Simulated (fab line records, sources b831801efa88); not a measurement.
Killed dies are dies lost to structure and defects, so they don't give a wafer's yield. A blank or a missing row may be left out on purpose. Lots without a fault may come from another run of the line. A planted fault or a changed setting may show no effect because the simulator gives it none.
Chamber matching | flow sky130 | SKY_CONTACT_CMP_04 on cmp-02: 4 sister chambers
The step polishes SiO2. 8 wafers are shown with their chamber, then 12 later ones without.

WAFERS WITH THEIR CHAMBER
wafer  | chamber | motor_current_A (A) | time_to_endpoint_s (s)
L088.1 | 1       | 12.3                | 83
L088.3 | 0       | 11.3                | 81
L088.4 | 2       | 14.8                | 77
L089.4 | 1       | 12.1                | 90
L089.5 | 0       | 11.4                | 89
L090.4 | 3       | 12.1                | 76
L090.5 | 3       | 12.2                | 73
L090.6 | 2       | 14.1                | 74

WAFERS WITHOUT THEIR CHAMBER
wafer  | motor_current_A (A) | time_to_endpoint_s (s)
L091.4 | 11.7                | 84
L091.5 | 11.3                | 80
L091.6 | 12.4                | 83
L094.1 | 13.8                | 84
L094.2 | 12.3                | 89
L094.5 | 10.7                | 83
L096.3 | 12.3                | 85
L096.4 | 11.1                | 83
L096.5 | 12.1                | 83
L097.2 | 10.7                | 86
L097.3 | 11.8                | 88
L097.6 | 14.4                | 84

WHICH CHAMBER EACH WENT THROUGH
wafer  | from the rows above          | in truth
L091.4 | can't be placed: 0 or 1 or 3 | 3
L091.5 | 0                            | 0
L091.6 | can't be placed: 1 or 3      | 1
L094.1 | 2                            | 2
L094.2 | 1                            | 1
L094.5 | 0                            | 0
L096.3 | 1                            | 1
L096.4 | 0                            | 0
L096.5 | can't be placed: 1 or 3 or 0 | 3
L097.2 | 0                            | 0
L097.3 | can't be placed: 1 or 0      | 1
L097.6 | 2                            | 2
Placed correctly: 8 of 12. Can't be placed from these rows: 4 (the true chamber is among the candidates in 4). Placed wrongly: 0.
How it was worked out, from the rows above alone: a wafer's distance from a chamber is the root of the sum, over the readings, of the square of ((its reading less the chamber's mean) divided by the reading's scatter). The wafer belongs to the nearest chamber; if the next one is less than 2 further off, it can't be placed. A chamber's mean is the mean of its shown wafers. The scatter: the root of (the sum of the squares of (reading less its chamber's mean) over the shown wafers, divided by (wafers less chambers)).
